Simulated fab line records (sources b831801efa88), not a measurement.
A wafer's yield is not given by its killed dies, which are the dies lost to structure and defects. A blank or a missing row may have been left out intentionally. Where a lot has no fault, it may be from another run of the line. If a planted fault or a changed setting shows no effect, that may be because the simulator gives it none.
The tool behind it: which one? || flow gf180mcu || 6 lots, 18 wafers sampled, at 2 steps of a route of 602

== WHAT EACH GAUGE READ, for each wafer ==
GF_STI_THK_MEAS_30.
{"lot": "L854", "measured": "day 2 14:20", "on": "filmMetro-04", "STI_OXIDATION_02_THK (nm)": "9.65 9.65 9.73"}
{"lot": "L856", "measured": "day 2 22:29", "on": "filmMetro-04", "STI_OXIDATION_02_THK (nm)": "10.15 10.16 10.10"}
{"lot": "L858", "measured": "day 3 08:02", "on": "filmMetro-02", "STI_OXIDATION_02_THK (nm)": "8.32 8.31 8.37"}
{"lot": "L867", "measured": "day 5 07:15", "on": "filmMetro-03", "STI_OXIDATION_02_THK (nm)": "9.87 9.96 9.96"}
{"lot": "L873", "measured": "day 6 13:23", "on": "filmMetro-02", "STI_OXIDATION_02_THK (nm)": "10.17 10.35 10.29"}
{"lot": "L875", "measured": "day 6 23:22", "on": "filmMetro-03", "STI_OXIDATION_02_THK (nm)": "10.12 9.99 9.95"}

== TOOL THAT RAN EACH LOT (tool first, then ch and the chambers of the sampled wafers, then the start) ==
{"lot": "L854", "GF_STI_OXIDATION_29": "furnace-02 ch 0, day 2 12:56"}
{"lot": "L856", "GF_STI_OXIDATION_29": "furnace-01 ch 0, day 2 21:06"}
{"lot": "L858", "GF_STI_OXIDATION_29": "furnace-01 ch 0, day 3 06:37"}
{"lot": "L867", "GF_STI_OXIDATION_29": "furnace-02 ch 0, day 5 05:50"}
{"lot": "L873", "GF_STI_OXIDATION_29": "furnace-01 ch 0, day 6 11:59"}
{"lot": "L875", "GF_STI_OXIDATION_29": "furnace-02 ch 0, day 6 21:58"}
- GF_STI_OXIDATION_29: stabilise 600 s, purge 300 s, target thk 10 nm.

== THE ANSWER, worked out from the rows above alone ==
Rule: what is usual is taken from the lots themselves. The widest of any qualifying gaps counts: lots, ordered by their means at a reading, are off when they make up no more than a third of the lots, leave a main group of 4 or more, and stand apart from it by 3 or more times the standard deviation of that group's means. Not used: any main group whose means are identical at the precision the tables above print for the reading. Also off: a lot with no number at a reading for which 4 or more lots have one. All remaining lots with rows at the step are treated as sound.
Off: L858, seen at GF_STI_THK_MEAS_30 (STI_OXIDATION_02_THK). The main group has a mean of 10.01 nm with a standard deviation of 0.2.
If a tool, at a process step before that reading, ran all the lots that are off and no sound lot after the first of them, it fits. Gauges at GF_STI_THK_MEAS_30: tried the same way as those tools. No candidate that was tried fits.

== WHAT WAS PUT IN BY THE SIMULATOR ==
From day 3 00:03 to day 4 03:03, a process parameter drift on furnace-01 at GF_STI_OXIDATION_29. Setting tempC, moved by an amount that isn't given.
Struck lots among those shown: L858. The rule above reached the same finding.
